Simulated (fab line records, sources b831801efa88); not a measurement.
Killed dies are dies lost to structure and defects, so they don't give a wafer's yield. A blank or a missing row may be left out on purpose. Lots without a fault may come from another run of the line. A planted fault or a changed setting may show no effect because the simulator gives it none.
Problem report in the 8D (eight disciplines) form, filled by code | flow sky130 | the parts of the form that need people (team, actions taken, sign-off) are left out

1. THE PROBLEM
rf_fwd_power_W at SKY_METAL4_ETCH_17 reads a mean of 1713 W on 9 wafers of 3 lots; wafers without a fault read 1470 W with a standard deviation of 7.5. That is +32 standard deviations from the usual mean.
The step: etches SiO2 in C4F8/O2/Ar, stops on TiN, time 3.9 s, target depth 15 nm.
First seen on wafer L752.1, day 45 23:18, on rie_diel-03. The record holds 45 wafers of 15 lots with a number at this step. Rule for "out", or "out of limits": more than 4 standard deviations from the usual mean. The other wafers with a number count as sound.

2. WHAT IT IS AND WHAT IT IS NOT
question                    | is                     | is not
which readings at this step | rf_fwd_power_W         | -
which lots                  | L752, L753, L754       | L737, L738, L741, L742, L744, L745, L747, L755, L756, L757, L758, L759
which wafers of those lots  | all that have a number | -
read on which tools         | rie_diel-03            | rie_diel-01, rie_diel-02
when                        | from day 45 23:18      | up to then (21 sound wafers); but 15 sound wafers of L755, L756, L757, L758, L759 came after

3. SUSPECTS, AND WHAT RULES EACH OUT
Counting: a tool at a process step up to the reading stays a suspect if it ran every lot that is out and no sound lot after the first of them.
- rie_diel-03 at SKY_METAL4_ETCH_17 (etches SiO2 in C4F8/O2/Ar, stops on TiN, time 3.9 s, target depth 15 nm): kept. It ran every lot that is out, first L752 (day 45 23:18), and no sound lot after that; its last sound lot up to then is L744 (day 44 14:39). Its own readings are out on those wafers: rf_fwd_power_W.
Left after counting: rie_diel-03 at SKY_METAL4_ETCH_17.

4. THE CAUSE (what the simulator had put in)
Process parameter drift: rie_diel-03, from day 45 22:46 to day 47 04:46, at SKY_METAL4_ETCH_17. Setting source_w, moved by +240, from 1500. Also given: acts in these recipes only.
Counting left only this tool.

5. THE CHAIN OF EFFECTS, in route order
Each row: a reading whose mean over the struck wafers that have a number lies more than 3 standard deviations from the usual. Only readings for which the record gives a usual standard deviation are gone through. hours: the time from each lot's start at the first step in this table that gives one to its start at this step, as a median over the lots. sigmas: the change in usual standard deviations.
hours | step               | reading        | usual  | on struck wafers | change | sigmas
0     | SKY_METAL4_ETCH_17 | rf_fwd_power_W | 1470 W | 1713             | +243   | +32
The process steps in it:
- SKY_METAL4_ETCH_17: etches SiO2 in C4F8/O2/Ar, stops on TiN, time 3.9 s, target depth 15 nm.

6. WHAT WOULD HAVE CAUGHT IT SOONER
In this record the first reading out of limits was taken at day 45 23:18, 1 hour after the fault began at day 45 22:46.
